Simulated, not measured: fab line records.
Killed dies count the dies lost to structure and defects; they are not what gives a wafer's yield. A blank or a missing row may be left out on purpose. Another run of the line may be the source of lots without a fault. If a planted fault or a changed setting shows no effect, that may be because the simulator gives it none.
Chamber matching | flow gf180mcu | hdpcvd-02 running GF_V1_CVD_00: 3 sister chambers
The step deposits SiO2, target thk 600 nm, time 100 s. 3 wafers are shown with their chamber, then 8 later ones without.

## WAFERS, EACH WITH ITS CHAMBER
wafer  | chamber | run_length_s (s)
L316.6 | 0       | 128.1
L318.5 | 2       | 127.7
L329.2 | 1       | 128.1

## WAFERS WITHOUT THEIR CHAMBER
wafer  | run_length_s (s)
L329.3 | 127.8
L329.4 | 127.2
L331.1 | 127.7
L331.2 | 127.3
L331.4 | 127.3
L332.1 | 127.7
L332.2 | 127.5
L332.3 | 127.2

## EACH ONE'S CHAMBER
wafer  | from the rows above          | in truth
L329.3 | can't be placed: 2 or 0 or 1 | 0
L329.4 | can't be placed: 2 or 0 or 1 | 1
L331.1 | can't be placed: 2 or 0 or 1 | 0
L331.2 | can't be placed: 2 or 0 or 1 | 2
L331.4 | can't be placed: 2 or 0 or 1 | 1
L332.1 | can't be placed: 2 or 0 or 1 | 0
L332.2 | can't be placed: 2 or 0 or 1 | 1
L332.3 | can't be placed: 2 or 0 or 1 | 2
Placed correctly: 0 of 8. Can't be placed from these rows: 8 (the true chamber is among the candidates in 8). 0 placed wrongly.
How it was worked out, from the rows above alone: a wafer's distance from a chamber is the root of the sum, over the readings, of the square of ((its reading less the chamber's mean) divided by the reading's scatter). The wafer belongs to the nearest chamber; if the next one is less than 2 further off, it can't be placed. Each chamber's mean is taken over the wafers shown for it. The scatter (one wafer shown for each chamber): square how far every hidden wafer sits from the nearest shown wafer, average those squares and take the square root.
